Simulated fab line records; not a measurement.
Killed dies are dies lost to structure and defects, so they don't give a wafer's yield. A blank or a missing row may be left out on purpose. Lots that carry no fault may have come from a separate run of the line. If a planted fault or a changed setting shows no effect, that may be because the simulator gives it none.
What tool caused it? ; flow gf180mcu ; 24 lots with 72 wafers sampled at 3 steps, on a route of 602 steps

## WHAT THE GAUGES SHOWED, per wafer
GF_V1_CD_MEAS_14 targets a cd of 260 nm.
lot;measured;on;cd-nm (nm)
L074;day 18 08:17;cd-sem-02;261.2 261.6 261.5
L075;day 18 12:13;cd-sem-02;260.5 259.6 259.9
L076;day 18 23:38;cd-sem-01;259.9 259.3 260.4
L077;day 19 07:25;cd-sem-01;258.7 258.2 258.0
L078;day 19 16:58;cd-sem-01;259.1 259.3 259.7
L079;day 19 20:48;cd-sem-02;258.6 259.8 259.2
L080;day 20 11:32;cd-sem-02;260.4 261.3 260.1
L081;day 20 21:01;cd-sem-02;258.8 258.6 258.5
L082;day 21 07:53;cd-sem-02;259.5 259.8 261.0
L083;day 21 11:41;cd-sem-02;260.4 259.4 260.7
L084;day 22 07:07;cd-sem-02;257.6 258.9 258.1
L085;day 22 11:49;cd-sem-02;260.2 259.9 259.1
L086;day 22 22:10;cd-sem-01;259.4 258.7 258.3
L087;day 23 04:48;cd-sem-02;259.8 259.7 260.6
L088;day 23 17:26;cd-sem-02;259.1 258.8 259.4
L089;day 24 00:08;cd-sem-02;259.4 261.0 260.6
L090;day 24 06:12;cd-sem-02;261.5 260.5 260.3
L091;day 24 09:06;cd-sem-02;258.5 260.0 260.2
L092;day 24 17:31;cd-sem-01;260.9 258.8 260.3
L093;day 24 22:15;cd-sem-01;260.2 258.2 259.3
L094;day 25 05:16;cd-sem-02;261.4 262.9 263.0
L095;day 25 13:43;cd-sem-02;260.2 260.1 260.2
L096;day 25 19:41;cd-sem-01;261.0 262.1 261.3
L097;day 26 05:30;cd-sem-02;260.6 259.5 259.3

GF_V1_THK_MEAS_25: measures by xrf.
lot;measured;on;V1_W_THK (nm)
L074;day 18 09:25;film-metro-04;354 354 355
L075;day 18 13:20;film-metro-03;352 349 354
L076;day 19 00:55;film-metro-03;349 349 347
L077;day 19 08:38;film-metro-04;352 352 351
L078;day 19 18:08;film-metro-04;345 351 350
L079;day 19 22:01;film-metro-01;346 338 349
L080;day 20 12:43;film-metro-04;352 345 354
L081;day 20 22:10;film-metro-04;350 353 353
L082;day 21 09:02;film-metro-04;343 347 341
L083;day 21 12:52;film-metro-01;347 354 345
L084;day 22 08:14;film-metro-04;348 351 351
L085;day 22 12:58;film-metro-04;348 348 345
L086;day 22 23:19;film-metro-04;352 348 351
L087;day 23 05:55;film-metro-04;352 357 356
L088;day 23 18:35;film-metro-01;348 346 343
L089;day 24 01:37;film-metro-03;356 352 353
L090;day 24 07:20;film-metro-04;350 350 346
L091;day 24 10:13;film-metro-01;346 340 346
L092;day 24 18:44;film-metro-01;345 338 345
L093;day 24 23:28;film-metro-04;351 350 350
L094;day 25 06:26;film-metro-03;348 354 356
L095;day 25 14:52;film-metro-04;347 346 350
L096;day 25 20:49;film-metro-03;353 349 344
L097;day 26 06:37;film-metro-03;352 352 357

## WHAT TOOL EACH LOT RAN ON (gives the tool, then ch and the chambers of the sampled wafers, and finally the start)
lot;GF_V1_CVD_02
L074;pecvd-04 ch 0,1, day 17 07:54
L075;pecvd-04 ch 0,1,2, day 17 12:00
L076;pecvd-01 ch 0,1, day 17 23:03
L077;pecvd-04 ch 0,2, day 18 07:13
L078;pecvd-04 ch 0,1,2, day 18 16:01
L079;pecvd-04 ch 0,1,2, day 18 19:59
L080;pecvd-03 ch 0,1,2, day 19 10:49
L081;pecvd-01 ch 1,2, day 19 19:50
L082;pecvd-04 ch 0,2, day 20 07:02
L083;pecvd-03 ch 0,1,2, day 20 11:30
L084;pecvd-01 ch 0,1, day 21 06:58
L085;pecvd-04 ch 0,1, day 21 12:20
L086;pecvd-01 ch 0,1, day 21 22:37
L087;pecvd-04 ch 0,1,2, day 22 04:43
L088;pecvd-03 ch 1,2, day 22 18:49
L089;pecvd-04 ch 0,1,2, day 23 01:53
L090;pecvd-03 ch 0,1,2, day 23 07:10
L091;pecvd-01 ch 0,1,2, day 23 10:16
L092;pecvd-04 ch 0,2, day 23 19:07
L093;pecvd-04 ch 0,2, day 23 23:35
L094;pecvd-03 ch 0,1, day 24 07:14
L095;pecvd-01 ch 0,1,2, day 24 16:09
L096;pecvd-01 ch 0,1, day 24 21:52
L097;pecvd-04 ch 0,1,2, day 25 08:04
- GF_V1_CVD_02: deposits SiO2 from TEOS, target thk 850 nm, time 94.851 s.

## AS READ BY THE TOOLS THEMSELVES (means over the sampled wafers that have a number; for cases with no such wafer, the mark the record gives instead)
GF_V1_CVD_02.
lot;tool;heater-power-w (W)
L074;pecvd-04;521
L075;pecvd-04;679
L076;pecvd-01;618
L077;pecvd-04;654
L078;pecvd-04;651
L079;pecvd-04;658
L080;pecvd-03;692
L081;pecvd-01;593
L082;pecvd-04;637
L083;pecvd-03;621
L084;pecvd-01;698
L085;pecvd-04;529
L086;pecvd-01;618
L087;pecvd-04;718
L088;pecvd-03;633
L089;pecvd-04;685
L090;pecvd-03;672
L091;pecvd-01;610
L092;pecvd-04;697
L093;pecvd-04;694
L094;pecvd-03;704
L095;pecvd-01;590
L096;pecvd-01;627
L097;pecvd-04;638

## THE ANSWER, worked out from the rows above alone
Rule: the lots themselves supply what counts as usual. The widest of any qualifying gaps counts: lots, ordered by their means at a reading, are off when they make up no more than a third of the lots, leave a main group of 4 or more, and stand apart from it by 3 or more times the standard deviation of that group's means. Not used: any main group whose means are identical at the precision the tables above print for the reading. A lot without any number at a reading at which 4 lots or more have one is off too. Where the step has rows for the other lots, those lots are counted as sound. First the gauges in route order, then the tools' own readings, where a lot's mean is used as printed above. At the first step where some lot is off, the reading lying furthest off is the one used; lots without a number count as furthest.
No lot is off at any reading shown: from this, nothing can be told.

## WHAT HAD BEEN PUT IN BY THE SIMULATOR
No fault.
